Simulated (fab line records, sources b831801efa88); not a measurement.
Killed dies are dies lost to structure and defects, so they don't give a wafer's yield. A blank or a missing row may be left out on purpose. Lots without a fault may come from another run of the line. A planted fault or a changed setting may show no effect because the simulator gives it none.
Which tool did it? | flow sfq_line | 14 lots, 42 wafers sampled, at 5 steps of a route of 325

WHAT THE GAUGES READ, wafer by wafer
The record holds no reading of a measuring or inspecting step that can be judged against a usual standard deviation.

WHICH TOOL RAN EACH LOT (tool, then ch and the chambers of the sampled wafers, then the start)
lot  | SFQ_TRILAYER_JJ_CE_METRO_MEASURE_117 | SFQ_TRILAYER_JJ_CE_STRIP_STRIP_120 | SFQ_TRILAYER_M5_LITHO_COAT_128    | SFQ_TRILAYER_M5_BARC_OPEN_METAL_ETCH_161 | SFQ_TRILAYER_A5B_CMP_CMP_130
L950 | cd_sem-02, day 60 12:43              | rie_metal-03 ch 0,1, day 60 14:37  | litho_track-04 ch 0, day 60 15:34 | rie_metal-03 ch 0,1, day 60 17:50        | cmp-01 ch 0,1, day 60 19:47
L951 | cd_sem-01, day 60 16:19              | rie_metal-02 ch 0,1, day 60 18:13  | litho_track-03 ch 0, day 60 19:10 | rie_metal-04 ch 0,1, day 60 22:19        | cmp-02 ch 0,2,3, day 61 02:03
L952 | cd_sem-02, day 60 21:19              | rie_metal-03 ch 1, day 60 23:01    | litho_track-03 ch 0, day 60 23:50 | rie_metal-04 ch 0,1, day 61 07:49        | cmp-01 ch 0,1,2, day 61 13:17
L953 | cd_sem-01, day 61 04:31              | rie_metal-03 ch 0,1, day 61 06:13  | litho_track-03 ch 0, day 61 07:02 | rie_metal-04 ch 0,1, day 61 13:49        | cmp-02 ch 2,3, day 61 17:03
L954 | cd_sem-02, day 62 09:07              | rie_metal-04 ch 0,1, day 62 11:03  | litho_track-01 ch 0, day 62 11:50 | rie_metal-03 ch 0,1, day 62 16:32        | cmp-02 ch 0,1, day 62 18:10
L956 | cd_sem-02, day 62 15:19              | rie_metal-02 ch 0, day 62 17:01    | litho_track-04 ch 0, day 62 17:50 | rie_metal-01 ch 0,1, day 62 22:32        | cmp-02 ch 0,2, day 63 02:40
L957 | cd_sem-01, day 63 20:20              | rie_metal-02 ch 0, day 63 22:05    | litho_track-04 ch 0, day 63 22:54 | rie_metal-04 ch 0,1, day 68 08:38        | cmp-02 ch 0,1,3, day 68 10:16
L959 | cd_sem-01, day 64 00:08              | rie_metal-04 ch 1, day 64 02:02    | litho_track-01 ch 0, day 64 03:07 | rie_metal-01 ch 0,1, day 68 13:28        | cmp-02 ch 0,1, day 68 15:04
L960 | cd_sem-02, day 64 01:20              | rie_metal-02 ch 0,1, day 64 03:32  | litho_track-03 ch 0, day 64 04:13 | rie_metal-03 ch 0,1, day 68 14:40        | cmp-02 ch 0,1,2, day 68 18:04
L963 | cd_sem-02, day 64 08:32              | rie_metal-04 ch 1, day 64 10:26    | litho_track-04 ch 0, day 64 11:31 | rie_metal-03 ch 0,1, day 69 00:16        | cmp-01 ch 0,3, day 69 01:22
L964 | cd_sem-01, day 64 16:32              | rie_metal-03 ch 0,1, day 64 18:26  | litho_track-04 ch 0, day 64 19:13 | rie_metal-04 ch 0,1, day 69 06:14        | cmp-01 ch 0,1,2, day 69 08:22
L966 | cd_sem-01, day 64 21:20              | rie_metal-02 ch 0,1, day 64 23:14  | litho_track-01 ch 0, day 65 00:01 | rie_metal-04 ch 0,1, day 69 14:07        | cmp-02 ch 0,1,2, day 69 15:14
L967 | cd_sem-02, day 64 22:32              | rie_metal-04 ch 0,1, day 65 00:29  | litho_track-03 ch 0, day 65 01:15 | rie_metal-03 ch 0,1, day 69 15:19        | cmp-02 ch 1,2,3, day 69 18:14
L970 | cd_sem-01, day 65 22:59              | rie_metal-04 ch 0,1, day 66 00:41  | litho_track-03 ch 0, day 66 01:31 | rie_metal-03 ch 0,1, day 70 15:16        | cmp-01 ch 0,1,2, day 70 16:23
- SFQ_TRILAYER_JJ_CE_METRO_MEASURE_117
- SFQ_TRILAYER_JJ_CE_STRIP_STRIP_120: strips in O2.
- SFQ_TRILAYER_M5_LITHO_COAT_128: resist thk 62 nm.
- SFQ_TRILAYER_M5_BARC_OPEN_METAL_ETCH_161: etches BARC in O2, target depth 125 nm, time 41.7 s.
- SFQ_TRILAYER_A5B_CMP_CMP_130: polishes, stops on Nb, target thk 340.7 nm.

WHAT THE TOOLS THEMSELVES READ (means of the sampled wafers that have a number; where no wafer has one, the mark that the record gives instead)
SFQ_TRILAYER_JJ_CE_METRO_MEASURE_117. Usual: cd_nm 700.3 nm, standard deviation 1.4.
lot  | tool      | cd_nm (nm) | flag
L950 | cd_sem-02 | 700.0      |
L951 | cd_sem-01 | 703.7      |
L952 | cd_sem-02 | 699.1      |
L953 | cd_sem-01 | 702.3      |
L954 | cd_sem-02 | 699.6      |
L956 | cd_sem-02 | 701.3      |
L957 | cd_sem-01 | 699.4      |
L959 | cd_sem-01 | 698.1      |
L960 | cd_sem-02 | 701.3      |
L963 | cd_sem-02 | 703.2      |
L964 | cd_sem-01 | 700.2      |
L966 | cd_sem-01 | 700.0      |
L967 | cd_sem-02 | 698.6      |
L970 | cd_sem-01 | 699.6      |

SFQ_TRILAYER_JJ_CE_STRIP_STRIP_120. Usual: drypump_motor_current_A 5.72 A, standard deviation 0.29; oes_product_au 1.000 a.u., standard deviation 0.013.
lot  | tool         | drypump_motor_current_A (A) | oes_product_au (a.u.) | flag
L950 | rie_metal-03 | 5.94                        | 0.997                 |
L951 | rie_metal-02 | 5.70                        | 0.995                 |
L952 | rie_metal-03 | 5.95                        | 1.014                 |
L953 | rie_metal-03 | 5.94                        | 1.016                 |
L954 | rie_metal-04 | 5.54                        | 1.015                 |
L956 | rie_metal-02 | 5.65                        | 1.009                 |
L957 | rie_metal-02 | 5.65                        | 0.999                 |
L959 | rie_metal-04 | 5.82                        | 1.013                 |
L960 | rie_metal-02 | 5.72                        | 0.997                 |
L963 | rie_metal-04 | 5.84                        | 1.003                 |
L964 | rie_metal-03 | 5.95                        | 0.984                 |
L966 | rie_metal-02 | 5.72                        | 0.992                 |
L967 | rie_metal-04 | 5.28                        | 0.995                 |
L970 | rie_metal-04 | 5.29                        | 0.992                 |

SFQ_TRILAYER_M5_BARC_OPEN_METAL_ETCH_161. Usual: drypump_motor_current_A 5.8 A, standard deviation 0.4; oes_product_au 0.686 a.u., standard deviation 0.0048.
lot  | tool         | drypump_motor_current_A (A) | oes_product_au (a.u.) | flag
L950 | rie_metal-03 | 5.9                         | 0.689                 |
L951 | rie_metal-04 | 5.5                         | 0.685                 |
L952 | rie_metal-04 | 5.3                         | 0.683                 |
L953 | rie_metal-04 | 5.5                         | 0.686                 |
L954 | rie_metal-03 | 6.0                         | 0.686                 |
L956 | rie_metal-01 | 6.2                         | 0.692                 |
L957 | rie_metal-04 | 5.3                         | 0.684                 |
L959 | rie_metal-01 | 6.2                         | 0.686                 |
L960 | rie_metal-03 | 5.9                         | 0.686                 |
L963 | rie_metal-03 | 6.0                         | 0.717                 | OFF
L964 | rie_metal-04 | 5.3                         | 0.719                 | OFF
L966 | rie_metal-04 | 5.5                         | 0.681                 |
L967 | rie_metal-03 | 5.9                         | 0.688                 |
L970 | rie_metal-03 | 6.0                         | 0.686                 |

SFQ_TRILAYER_A5B_CMP_CMP_130. Usual: motor_current_A 10.0 A, standard deviation 1.5; platen_rpm 60.00 rpm, standard deviation 0.04.
lot  | tool   | motor_current_A (A) | platen_rpm (rpm) | flag
L950 | cmp-01 | 9.7                 | 60.02            |
L951 | cmp-02 | 9.6                 | 59.99            |
L952 | cmp-01 | 9.1                 | 60.00            |
L953 | cmp-02 | 9.3                 | 60.01            |
L954 | cmp-02 | 10.9                | 60.00            |
L956 | cmp-02 | 9.8                 | 59.98            |
L957 | cmp-02 | 10.4                | 59.99            |
L959 | cmp-02 | 11.0                | 59.99            |
L960 | cmp-02 | 10.4                | 59.97            |
L963 | cmp-01 | 9.9                 | 60.01            |
L964 | cmp-01 | 9.0                 | 59.99            |
L966 | cmp-02 | 10.1                | 59.96            |
L967 | cmp-02 | 9.9                 | 60.01            |
L970 | cmp-01 | 9.2                 | 59.97            |

THE ANSWER, worked out from the rows above alone
Rule: a lot is off if the mean of its wafers that have a number lies more than 3 standard deviations from the usual mean. A lot without any number at a reading at which 4 lots or more have one is off too. The other lots that the step has rows for count as sound. The gauges are gone through in route order, then the tools' own readings, and for those a lot's mean is taken as printed above. The first step at which some lot is off is used, and at that step the reading that is off furthest; a lot without a number counts as furthest.
Off: L963, L964, at SFQ_TRILAYER_M5_BARC_OPEN_METAL_ETCH_161 (oes_product_au).
A tool fits if, at that step or a process step before it, it ran every lot that is off, and no sound lot after the first of them. One fits: litho_track-04 at SFQ_TRILAYER_M5_LITHO_COAT_128. Its last sound lot is L957 (day 63 22:54), its first lot that is off L963 (day 64 11:31): a fault that began between those two fits.

WHAT THE SIMULATOR HAD PUT IN
Process parameter drift: litho_track-04, from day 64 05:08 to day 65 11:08, at SFQ_TRILAYER_M5_LITHO_COAT_128. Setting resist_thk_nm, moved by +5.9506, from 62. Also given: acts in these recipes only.
Lots struck among those shown: L963, L964. The rule above found the same.
